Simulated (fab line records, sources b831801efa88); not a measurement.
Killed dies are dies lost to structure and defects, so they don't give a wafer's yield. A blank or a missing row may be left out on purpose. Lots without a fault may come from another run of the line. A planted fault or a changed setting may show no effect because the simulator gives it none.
Which tool did it? | flow sky130 | 13 lots, 39 wafers sampled, at 4 steps of a route of 708

WHAT THE GAUGES READ, wafer by wafer
SKY_LDD_P_TW_MEAS_11.
lot  | measured     | on            | LDD_P_TW
L627 | day 19 23:58 | film_metro-04 | 638 639 633
L628 | day 20 05:37 | film_metro-02 | 635 635 640
L629 | day 20 20:22 | film_metro-04 | 638 640 639
L631 | day 21 04:55 | film_metro-02 | 639 642 639
L632 | day 21 07:43 | film_metro-03 | 641 642 641
L634 | day 22 01:27 | film_metro-04 | 641 642 641
L636 | day 22 22:41 | film_metro-04 | 644 641 641
L637 | day 23 02:56 | film_metro-04 | 642 643 641
L644 | day 25 07:16 | film_metro-04 | 639 637 640
L645 | day 25 15:58 | film_metro-04 | 639 639 640
L646 | day 26 02:18 | film_metro-04 | 637 635 632
L647 | day 26 08:11 | film_metro-04 | 637 637 640
L648 | day 26 23:45 | film_metro-04 | 637 638 635

SKY_LDD_HVP_OVL_MEAS_07.
lot  | measured     | on         | LDD_HVP_OVL (nm)
L627 | day 22 13:06 | overlay-02 | 2.0 4.1 -0.7
L628 | day 22 19:11 | overlay-01 | 1.5 1.2 1.0
L629 | day 23 09:32 | overlay-01 | 2.6 1.3 0.7
L631 | day 23 17:52 | overlay-01 | -0.2 -2.4 -1.4
L632 | day 23 20:26 | overlay-02 | 2.2 1.4 1.9
L634 | day 24 14:23 | overlay-02 | 0.7 0.7 1.5
L636 | day 25 09:07 | overlay-01 | 1.2 0.2 2.6
L637 | day 25 14:20 | overlay-02 | 1.7 0.3 1.5
L644 | day 27 17:43 | overlay-01 | 1.5 0.2 0.8
L645 | day 28 01:43 | overlay-02 | 0.1 -0.1 -1.6
L646 | day 28 12:26 | overlay-02 | 0.9 1.3 -1.3
L647 | day 28 18:02 | overlay-02 | -2.4 -0.9 -2.1
L648 | day 29 08:25 | overlay-01 | 1.0 -1.1 0.4

WHICH TOOL RAN EACH LOT (tool, then ch and the chambers of the sampled wafers, then the start)
lot  | SKY_VT_ADJUST_PCH_STRIP_09           | SKY_LDD_P_DEVELOP_06
L627 | plasma_asher-02 ch 0,1, day 11 09:19 | litho_track-03 ch 0, day 19 23:26
L628 | plasma_asher-03 ch 0,1, day 11 10:16 | litho_track-04 ch 0, day 20 05:05
L629 | plasma_asher-02 ch 0,1, day 11 20:19 | litho_track-03 ch 0, day 20 19:52
L631 | plasma_asher-02 ch 0,1, day 12 03:17 | litho_track-04 ch 0, day 21 04:23
L632 | plasma_asher-01 ch 0,1, day 12 04:58 | litho_track-04 ch 0, day 21 07:09
L634 | plasma_asher-02 ch 0,1, day 12 19:44 | litho_track-02 ch 0, day 22 00:52
L636 | plasma_asher-03 ch 0,1, day 13 13:47 | litho_track-02 ch 0, day 22 22:08
L637 | plasma_asher-01 ch 0,1, day 13 18:40 | litho_track-04 ch 0, day 23 02:24
L644 | plasma_asher-02 ch 0,1, day 15 19:02 | litho_track-04 ch 0, day 25 06:42
L645 | plasma_asher-03 ch 0,1, day 16 02:14 | litho_track-04 ch 0, day 25 15:24
L646 | plasma_asher-01 ch 0,1, day 16 13:14 | litho_track-03 ch 0, day 26 01:46
L647 | plasma_asher-03 ch 0,1, day 16 21:25 | litho_track-02 ch 0, day 26 07:38
L648 | plasma_asher-01 ch 1, day 17 10:01   | litho_track-03 ch 0, day 26 23:13
- SKY_VT_ADJUST_PCH_STRIP_09: strips in O2/N2.
- SKY_LDD_P_DEVELOP_06: develop time 60 s.

WHAT THE TOOLS THEMSELVES READ (means of the sampled wafers that have a number; where no wafer has one, the mark that the record gives instead)
SKY_VT_ADJUST_PCH_STRIP_09.
lot  | tool            | drypump_motor_current_A (A) | oes_product_au (a.u.) | strip_time_to_endpoint_s (s)
L627 | plasma_asher-02 | 5.3                         | 0.725                 | 36.92
L628 | plasma_asher-03 | 5.8                         | 0.721                 | 36.79
L629 | plasma_asher-02 | 5.3                         | 0.720                 | 36.86
L631 | plasma_asher-02 | 5.1                         | 0.716                 | 37.05
L632 | plasma_asher-01 | 6.1                         | 0.720                 | 36.94
L634 | plasma_asher-02 | 5.2                         | 0.725                 | 37.06
L636 | plasma_asher-03 | 5.4                         | 0.723                 | 36.96
L637 | plasma_asher-01 | 5.9                         | 0.722                 | 36.97
L644 | plasma_asher-02 | 5.1                         | 0.722                 | 36.89
L645 | plasma_asher-03 | 5.9                         | 0.721                 | 36.82
L646 | plasma_asher-01 | 5.9                         | 0.724                 | 36.93
L647 | plasma_asher-03 | 5.4                         | 0.725                 | 36.83
L648 | plasma_asher-01 | 5.6                         | 0.720                 | 36.93

SKY_LDD_P_DEVELOP_06.
lot  | tool           | developer_temp_C (C) | exhaust_pa (Pa)
L627 | litho_track-03 | 23.00                | 44.5
L628 | litho_track-04 | 23.07                | 44.5
L629 | litho_track-03 | 23.03                | 45.7
L631 | litho_track-04 | 22.91                | 45.7
L632 | litho_track-04 | 23.03                | 44.8
L634 | litho_track-02 | 23.01                | 45.1
L636 | litho_track-02 | 22.95                | 45.3
L637 | litho_track-04 | 22.90                | 44.6
L644 | litho_track-04 | 25.27                | 45.2
L645 | litho_track-04 | 25.47                | 45.3
L646 | litho_track-03 | 23.08                | 44.7
L647 | litho_track-02 | 22.97                | 46.6
L648 | litho_track-03 | 23.05                | 44.8

THE ANSWER, worked out from the rows above alone
Rule: what is usual is taken from the lots themselves. Put in order of their means at a reading, lots are off if they are a third of the lots or fewer, leave a main group of 4 or more, and stand apart from it by a gap of 3 or more times the standard deviation of the main group's means; of several such gaps the widest counts. A main group whose means are all the same, to the digits that the tables above print for the reading, isn't used. A lot without any number at a reading at which 4 lots or more have one is off too. The other lots that the step has rows for count as sound. The gauges are gone through in route order, then the tools' own readings, and for those a lot's mean is taken as printed above. The first step at which some lot is off is used, and at that step the reading that is off furthest; a lot without a number counts as furthest.
Off: L644, L645, at SKY_LDD_P_DEVELOP_06 (developer_temp_C). The main group: mean 23.00 C, standard deviation 0.058.
A tool fits if, at that step or a process step before it, it ran every lot that is off, and no sound lot after the first of them. One fits: litho_track-04 at SKY_LDD_P_DEVELOP_06. Its last sound lot is L637 (day 23 02:24), its first lot that is off L644 (day 25 06:42): a fault that began between those two fits.
The tool's own readings at SKY_LDD_P_DEVELOP_06 bear it out: on the lots that are off they differ by more than 5 times the standard deviation of the sound lots' means. developer_temp_C reads 25.37 C there against 23.00 C on the sound lots.

WHAT THE SIMULATOR HAD PUT IN
Process parameter drift: litho_track-04, from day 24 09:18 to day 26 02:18, at SKY_LDD_P_DEVELOP_06. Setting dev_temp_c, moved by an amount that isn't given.
Lots struck among those shown: L644, L645. The rule above found the same.
